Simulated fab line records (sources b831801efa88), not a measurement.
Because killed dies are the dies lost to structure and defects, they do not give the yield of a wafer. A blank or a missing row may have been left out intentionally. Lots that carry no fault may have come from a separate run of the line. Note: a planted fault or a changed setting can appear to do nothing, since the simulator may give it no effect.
Which tool is to blame? :: flow sky130 :: Sampling: 6 lots, 18 wafers, 3 of 708 route steps

## WHAT EACH GAUGE READ, for each wafer
SKY_VT_ADJUST_HVTR_TW_MEAS_11.
lot: L751
measured: day 10 11:22
on: filmMetro-03
VT_ADJUST_HVTR_TW: 211.6 211.2 211.2

lot: L753
measured: day 10 23:23
on: filmMetro-04
VT_ADJUST_HVTR_TW: 208.0 208.9 208.6

lot: L755
measured: day 11 16:46
on: filmMetro-04
VT_ADJUST_HVTR_TW: 208.5 209.1 210.5

lot: L764
measured: day 14 14:50
on: filmMetro-04
VT_ADJUST_HVTR_TW: 155.4 155.9 155.9

lot: L766
measured: day 14 23:40
on: filmMetro-03
VT_ADJUST_HVTR_TW: 158.0 159.3 158.9

lot: L770
measured: day 16 20:23
on: filmMetro-03
VT_ADJUST_HVTR_TW: 211.2 212.3 211.0

## WHICH TOOL RAN EACH LOT (tool, then ch and the chambers of the sampled wafers, then the start)
lot: L751
SKY_NWELL_RTA_28: rtpAnneal-01 ch 0, day 6 03:06
SKY_VT_ADJUST_HVTR_IMPLANT_09: implanter-04 ch 0, day 10 11:10

lot: L753
SKY_NWELL_RTA_28: rtpAnneal-01 ch 0, day 6 14:54
SKY_VT_ADJUST_HVTR_IMPLANT_09: implanter-03 ch 0, day 10 23:08

lot: L755
SKY_NWELL_RTA_28: rtpAnneal-01 ch 0, day 7 04:16
SKY_VT_ADJUST_HVTR_IMPLANT_09: implanter-02 ch 0, day 11 16:32

lot: L764
SKY_NWELL_RTA_28: rtpAnneal-02 ch 0, day 9 11:44
SKY_VT_ADJUST_HVTR_IMPLANT_09: implanter-03 ch 0, day 14 14:38

lot: L766
SKY_NWELL_RTA_28: rtpAnneal-01 ch 0, day 9 18:44
SKY_VT_ADJUST_HVTR_IMPLANT_09: implanter-03 ch 0, day 14 23:26

lot: L770
SKY_NWELL_RTA_28: rtpAnneal-01 ch 0, day 11 07:28
SKY_VT_ADJUST_HVTR_IMPLANT_09: implanter-02 ch 0, day 16 20:09
- SKY_NWELL_RTA_28: time 30 s.
- SKY_VT_ADJUST_HVTR_IMPLANT_09

## THE ANSWER, worked out from the rows above alone
Rule: usual is defined by the lots themselves. Put in order of their means at a reading, lots are off if they are a third of the lots or fewer, leave a main group of 4 or more, and stand apart from it by a gap of 3 or more times the standard deviation of the main group's means; of several such gaps the widest counts. A main group is skipped when, at the precision printed for the reading in the tables above, its means are all equal. A lot without any number at a reading at which 4 lots or more have one is off too. The other lots that the step has rows for count as sound.
Off: L764, L766, at SKY_VT_ADJUST_HVTR_TW_MEAS_11 (VT_ADJUST_HVTR_TW). Main group: mean 210.2, sd 1.3.
A tool fits if, at a process step before that reading, it ran every lot that is off, and no sound lot after the first of them. Those tools and the gauges at SKY_VT_ADJUST_HVTR_TW_MEAS_11 are tried in the same way. One candidate fits, namely implanter-03 at SKY_VT_ADJUST_HVTR_IMPLANT_09. Its last sound lot is L753 (day 10 23:08), its first lot that is off L764 (day 14 14:38): a fault that began between those two fits.

## WHAT WAS PUT IN BY THE SIMULATOR
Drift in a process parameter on implanter-03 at SKY_VT_ADJUST_HVTR_IMPLANT_09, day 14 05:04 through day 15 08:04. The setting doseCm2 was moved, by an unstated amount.
Shown lots that were struck: L764, L766. The rule given above showed the same thing.
